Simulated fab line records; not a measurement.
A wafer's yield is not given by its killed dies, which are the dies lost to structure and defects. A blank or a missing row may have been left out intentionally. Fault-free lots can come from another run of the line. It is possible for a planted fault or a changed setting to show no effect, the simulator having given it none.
fab line records -- flow gf180mcu
[record] lots = 7, wafers = 21, last_day = 33
route steps=602 shown MVPSD@139 VT_IMPLANT@140 DUAL_GATE@141
lots with no fault: from the same line, run without faults
start_h: the number of hours between the record's first day and the start of the first shown wafer of the lot -- wait_h: hours from the lot's prior step to this one -- " unchanged from the row above -- L1.1+2: a row that stands for several wafers -- - value missing, or start not given -- * or withheld: withheld -- < > ~ a bound
route shown NAME@n: NAME is a module with steps in the file, n the number in the route of the first one -- usual: mean/standard deviation of fault-free wafers -- same: alike in all rows -- chamber/n: place in a boat -- sites: each site's reading -- _std_site: the values' standard deviation -- _edge_site: outer sites' mean less inner sites' -- radius_mm: how far each site lies from the wafer's centre -- mask NAME#n: copy n -- behind: the most recent tool/chamber to have shaped the wafer -- hold: what put the lot on hold/how long, in hours/how the hold closed -- device: whichever transistor did not switch (one of n, p or np) -- end of line: the route-end tests of the same wafers -- a step with no rows: only its recipe -- killed: at the first sort, the dies lost to defects and structure; wafer yield is something else -- map: dies across one wafer; x = killed, . = not, _ = none there
set.NAME: the setting as run; set.NAME@STEP: as run at that earlier step -- model.NAME: the simulator's own value behind a step, which no gauge read
certain route steps with their lots: each step a table, each wafer a row
[[steps]]
[step GF_VT_IMPLANT_RS_MEAS_49]
[recipe] thk_meas_gauge = four-point-probe
[usual] MVPSD_RS = 1170/3
lot.wafer,tool,chamber,start_h,wait_h,MVPSD_RS[ohm/sq]
L893.3,film_metro-04,-,177.69,0.1,1173
L893.5,film_metro-04,-,177.69,0.1,1173
L893.6,film_metro-04,-,177.69,0.1,1173
L894.2,film_metro-04,-,182.62,0.1,1173
L894.3,film_metro-04,-,182.62,0.1,1172
L894.4,film_metro-04,-,182.62,0.1,1171
L905.3,film_metro-04,-,258.63,0.1,1163
L905.4,film_metro-04,-,258.63,0.1,1166
L905.6,film_metro-04,-,258.63,0.1,1165
L906.4,film_metro-04,-,265.18,0.1,1168
L906.5,film_metro-04,-,265.18,0.1,1165
L906.6,film_metro-04,-,265.18,0.1,1168
L907.1,film_metro-01,-,269.69,0.1,1170
L907.4,film_metro-01,-,269.69,0.1,1169
L907.5,film_metro-01,-,269.69,0.1,1169
L909.3,film_metro-02,-,285.87,0.1,1167
L909.4,film_metro-02,-,285.87,0.1,1168
L909.5,film_metro-02,-,285.87,0.1,1169
L910.1,film_metro-02,-,290.81,0.1,1168
L910.4,film_metro-02,-,290.81,0.1,1168
L910.6,film_metro-02,-,290.81,0.1,1162
[step GF_VT_IMPLANT_WET_ETCH_50]
[recipe] chemistry = dHF, target_depth_nm = 20, target = SiO2, temp_c = 25, dilution = 100:1, time_s = 400
[step GF_DUAL_GATE_CLEAN_00]
[recipe] chemistry = SC1/SC2, mix = 1:4:20, temp_c = 70, time_s = 150
[step GF_DUAL_GATE_CLEAN_01]
[recipe] chemistry = dHF, time_s = 20, dilution = 100:1, dry = ipa_marangoni
[step GF_DUAL_GATE_OXIDATION_02]
[recipe] temp_c = 900, ambient = O2, stabilise_s = 600, purge_s = 300, target_thk_a = 108.87, ox_time_s = 1602
[step GF_DUAL_GATE_THK_MEAS_03]
[recipe] reads = SiO2_of_DUAL_GATE_OXIDATION_02
[usual] DUAL_GATE_OXIDATION_00_THK = 11.00/0.19
lot.wafer,tool,chamber,start_h,wait_h,DUAL_GATE_OXIDATION_00_THK[nm]
L893.3,film_metro-01,-,184.36,0.0,11.15
L893.5,film_metro-01,-,184.36,0.0,11.24
L893.6,film_metro-01,-,184.36,0.0,11.04
L894.2,film_metro-03,-,189.71,0.0,10.96
L894.3,film_metro-03,-,189.71,0.0,10.78
L894.4,film_metro-03,-,189.71,0.0,11.10
L905.3,film_metro-02,-,260.41,0.0,10.92
L905.4,film_metro-02,-,260.41,0.0,10.98
L905.6,film_metro-02,-,260.41,0.0,10.89
L906.4,film_metro-01,-,267.99,0.0,10.92
L906.5,film_metro-01,-,267.99,0.0,10.82
L906.6,film_metro-01,-,267.99,0.0,10.77
L907.1,film_metro-03,-,272.16,0.0,11.21
L907.4,film_metro-03,-,272.16,0.0,11.11
L907.5,film_metro-03,-,272.16,0.0,11.16
L909.3,film_metro-03,-,287.98,0.0,10.98
L909.4,film_metro-03,-,287.98,0.0,10.97
L909.5,film_metro-03,-,287.98,0.0,11.20
L910.1,film_metro-01,-,293.91,0.0,11.21
L910.4,film_metro-01,-,293.91,0.0,11.29
L910.6,film_metro-01,-,293.91,0.0,11.46
[step GF_DUAL_GATE_DEHYDRATE_04]
[recipe] temp_c = 200, time_s = 60
[step GF_DUAL_GATE_HMDS_05]
[recipe] prime_time_s = 60, prime_temp_c = 120
[step GF_DUAL_GATE_COAT_06]
[recipe] resist = NOVOLAK, spin_rpm = 3000, resist_thk_nm = 1000
[step GF_DUAL_GATE_SOFTBAKE_07]
[recipe] temp_c = 90, time_s = 60, resist = NOVOLAK
[step GF_DUAL_GATE_EXPOSE_08]
[recipe] mask_id = Dualgate, target_cd_nm = 700, na = 0.6, source_shape = conventional, sigma_outer = 0.6, dose_mj = 140
[step GF_DUAL_GATE_PEB_09]
[recipe] temp_c = withheld, time_s = *, resist = NOVOLAK
[step GF_DUAL_GATE_DEVELOP_10]
[recipe] develop_time_s = 60, dev_temp_c = 23
[usual] chill_plate_temp_C = 23.03/0.11, develop_time_s = 60/0
lot.wafer,tool,chamber,start_h,wait_h,chill_plate_temp_C,develop_time_s
L893.3,litho_track-03,0,200.62,0.1,22.90,60
L893.5,litho_track-03,0,200.62,0.1,22.91,60
L893.6,litho_track-03,0,200.62,0.1,22.92,60
L894.2,litho_track-02,0,206.56,0.1,22.96,60
L894.3,litho_track-02,0,206.56,0.1,23.21,60
L894.4,litho_track-02,0,206.56,0.1,23.07,60
L905.3,litho_track-03,-,279.12,0.1,-,-
L905.4,litho_track-03,-,279.12,0.1,-,-
L905.6,litho_track-03,-,279.12,0.1,-,-
L906.4,litho_track-02,-,287.26,0.1,-,-
L906.5,litho_track-02,-,287.26,0.1,-,-
L906.6,litho_track-02,-,287.26,0.1,-,-
L907.1,litho_track-01,-,290.49,0.1,-,-
L907.4,litho_track-01,-,290.49,0.1,-,-
L907.5,litho_track-01,-,290.49,0.1,-,-
L909.3,litho_track-02,0,307.39,0.1,23.18,60
L909.4,litho_track-02,0,307.39,0.1,23.28,60
L909.5,litho_track-02,0,307.39,0.1,23.29,60
L910.1,litho_track-02,0,313.69,0.1,23.12,60
L910.4,litho_track-02,0,313.69,0.1,23.15,60
L910.6,litho_track-02,0,313.69,0.1,23.02,60
[step GF_DUAL_GATE_OVL_MEAS_11]
[usual] DUAL_GATE_OVL = -1.4/1.3
lot.wafer,tool,chamber,start_h,wait_h,DUAL_GATE_OVL[nm]
L893.3,overlay-02,-,200.74,0.1,-1.2
L893.5,overlay-02,-,200.74,0.1,-1.3
L893.6,overlay-02,-,200.74,0.1,-2.0
L894.2,overlay-01,-,206.69,0.1,1.7
L894.3,overlay-01,-,206.69,0.1,0.3
L894.4,overlay-01,-,206.69,0.1,0.7
L905.3,overlay-01,-,279.23,0.1,-
L905.4,overlay-01,-,279.23,0.1,-
L905.6,overlay-01,-,279.23,0.1,-
L906.4,overlay-02,-,287.35,0.1,-
L906.5,overlay-02,-,287.35,0.1,-
L906.6,overlay-02,-,287.35,0.1,-
L907.1,overlay-01,-,290.64,0.1,-
L907.4,overlay-01,-,290.64,0.1,-
L907.5,overlay-01,-,290.64,0.1,-
L909.3,overlay-01,-,307.50,0.1,-4.0
L909.4,overlay-01,-,307.50,0.1,-3.3
L909.5,overlay-01,-,307.50,0.1,-3.1
L910.1,overlay-01,-,313.84,0.1,-1.3
L910.4,overlay-01,-,313.84,0.1,-0.4
L910.6,overlay-01,-,313.84,0.1,-1.4
[[key]]
[first_sign] step = GF_DUAL_GATE_DEVELOP_10, reading = tool_record, direction = missing
effect none on later readings
met_at GF_DUAL_GATE_DEVELOP_10
struck_wafers L905.3,L905.4,L905.6,L906.4,L906.5,L906.6,L907.1,L907.4,L907.5
later_rows_left_out L905.3,L905.4,L905.6,L906.4,L906.5,L906.6,L907.1,L907.4,L907.5
sort_left_out L905.3,L905.4,L905.6,L906.4,L906.5,L906.6,L907.1,L907.4,L907.5
tester_left_out L905,L906,L907
onset_between 206.56 279.12
[fault] kind = skipped_step_whole, tool = litho_track-01,litho_track-02,litho_track-03, chamber = -, onset_h = 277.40, steps = GF_DUAL_GATE_DEVELOP_10, scope = struck_lots_only
// tester_left_out: of these lots the tester's yield and bins aren't shown, on N5 and GAA mostly nor the transistor test; their killed dies are dies lost to structure and defects alone, not to doping, threshold or leakage, so they don't give the yield
// sort_left_out: the simulated sort isn't trusted on such a fault, so these wafers' sort isn't shown, and their yield isn't known
// later_rows_left_out: the simulator's readings of these wafers behind a module that went badly wrong aren't trusted and aren't shown, but for the sort
